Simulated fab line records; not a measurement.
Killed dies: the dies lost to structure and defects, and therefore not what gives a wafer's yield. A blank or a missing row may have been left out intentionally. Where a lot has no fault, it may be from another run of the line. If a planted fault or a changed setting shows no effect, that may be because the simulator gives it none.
What tool caused it? | flow gf180mcu | 7 lots with 21 wafers sampled at 2 steps, on a route of 602 steps

== WHAT EACH GAUGE READ, for each wafer ==
GF_MVSD_OVL_MEAS_07.
lot  | measured    | on         | MVSD_OVL (nm)
L599 | day 4 18:29 | overlay-01 | 0.7 0.4 0.8
L602 | day 5 10:19 | overlay-02 | 1.8 1.9 1.8
L604 | day 5 20:14 | overlay-01 | 1.1 0.3 2.1
L607 | day 6 16:53 | overlay-01 | 0.2 -1.1 -0.1
L609 | day 7 03:31 | overlay-02 | -1.1 1.2 -0.2
L616 | day 8 17:37 | overlay-01 | 197.5 199.0 198.8
L621 | day 9 21:43 | overlay-01 | 1.6 -0.7 0.6

== WHAT TOOL EACH LOT RAN ON (gives the tool, then ch and the chambers of the sampled wafers, and finally the start) ==
lot  | GF_MVSD_EXPOSE_04
L599 | iline stepper-02 ch 0, day 4 11:41
L602 | iline stepper-01 ch 0, day 5 03:26
L604 | iline stepper-01 ch 0, day 5 13:14
L607 | iline stepper-02 ch 0, day 6 09:29
L609 | iline stepper-02 ch 0, day 6 19:44
L616 | iline stepper-02 ch 0, day 8 09:26
L621 | iline stepper-01 ch 0, day 9 13:05
- GF_MVSD_EXPOSE_04: exposes mask MVSD, target cd 1000 nm.

== THE ANSWER, worked out from the rows above alone ==
Rule: the lots themselves supply what counts as usual. The widest of any qualifying gaps counts: lots, ordered by their means at a reading, are off when they make up no more than a third of the lots, leave a main group of 4 or more, and stand apart from it by 3 or more times the standard deviation of that group's means. The tables above print the reading to a certain number of digits; a main group whose means all agree to those digits is not used. Also off: a lot with no number at a reading for which 4 or more lots have one. All remaining lots with rows at the step are treated as sound.
Off: L616, at GF_MVSD_OVL_MEAS_07 (MVSD_OVL). Mean 0.6 nm and standard deviation 0.72 in the main group.
If a tool, at a process step before that reading, ran all the lots that are off and no sound lot after the first of them, it fits. Those tools and the gauges at GF_MVSD_OVL_MEAS_07 are tried in the same way. One fits: GF_MVSD_EXPOSE_04 on iline stepper-02. Its last sound lot is L609 (day 6 19:44), its first lot that is off L616 (day 8 09:26): a fault that began between those two fits.

== WHAT HAD BEEN PUT IN BY THE SIMULATOR ==
Scanner matching overlay: iline stepper-02, from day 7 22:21 on, at GF_MVSD_EXPOSE_04. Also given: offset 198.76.
Lots struck among those shown: L616. The same result came from the rule above.
